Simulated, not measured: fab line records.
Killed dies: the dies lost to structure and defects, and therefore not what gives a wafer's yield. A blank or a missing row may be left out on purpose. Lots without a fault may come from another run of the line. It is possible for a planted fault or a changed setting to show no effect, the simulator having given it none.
A single fault, viewed from 2 desks	flow sky130	what lay behind the numbers comes last; until then each desk has only its own

AT THE METROLOGY DESK
Means of the sampled wafers that have a number, per lot and without regard to the tool the lot ran on: this is what the gauges read. Marked OUT: a lot whose mean sits more than 4 standard deviations from the usual mean, which makes it out of limits; the brackets give that distance. Readings shown: 7 of its 9, picked as those furthest out on some lot.
Columns: A = VIA2_BOW at SKY_VIA2_BOW_MEAS_03, usual 88 um; B = VIA2_OVL at SKY_VIA2_OVL_MEAS_13, usual -2 nm; C = VIA2_W_RS at SKY_VIA2_RS_MEAS_22, usual 0.272 ohm/sq; D = VIA2_W_THK at SKY_VIA2_THK_MEAS_23, usual 435 nm; E = CAPM_CVD_00_THK at SKY_CAPM_THK_MEAS_01, usual 15.47 nm; F = CAPM_TIN_THK at SKY_CAPM_THK_MEAS_04, usual 198 nm; G = CAPM_OVL at SKY_CAPM_OVL_MEAS_12, usual 0.9 nm
lot	first seen here	A	B	C	D	E	F	G
L133	day 34 22:38	88	3	0.273	435	15.63	197	-0.6
L139	day 37 07:25	90	-1	0.273	437	15.47	198	0.3
L140	day 37 08:24	78	-2	0.271	429	15.61	196	1.1
L141	day 38 04:34	89	5	0.272	425	15.23	194	-0.7
L148	day 40 18:23	93	2	0.277	423	15.59	200	0.8
L149	day 41 19:34	86	-2	0.271	434	15.35	199	-0.6
This desk found nothing out of limits on any of the 6 lots.

DESK OF THE TOOL OWNER: rieDiel-03
The tool's own readings at SKY_VIA2_ETCH_14 (etches BARC in N2/H2, stops on SiO2, time 45.9 s, target depth 60 nm): means of the sampled wafers that have a number, for each lot that ran on this tool. Marked OUT: a lot whose mean sits more than 4 standard deviations from the usual mean, which makes it out of limits; the brackets give that distance.
Columns: A = drypumpMotorCurrentA at SKY_VIA2_ETCH_14, usual 5.74 A; B = oesProductAu at SKY_VIA2_ETCH_14, usual 0.855 a.u.; C = throttleValvePct at SKY_VIA2_ETCH_14, usual 13.225 %
lot	first seen here	A	B	C
L139	day 38 10:02	5.71	0.857	13.224
L141	day 39 05:47	5.65	0.854	13.227
L149	day 42 19:07	5.73	0.855	13.231
This desk found nothing out of limits on any of the 3 lots.

ALL TOGETHER
At the metrology desk, nothing out of limits was observed.
The desk of the tool owner found nothing out of limits.

WHAT THE SIMULATOR HAD PUT IN
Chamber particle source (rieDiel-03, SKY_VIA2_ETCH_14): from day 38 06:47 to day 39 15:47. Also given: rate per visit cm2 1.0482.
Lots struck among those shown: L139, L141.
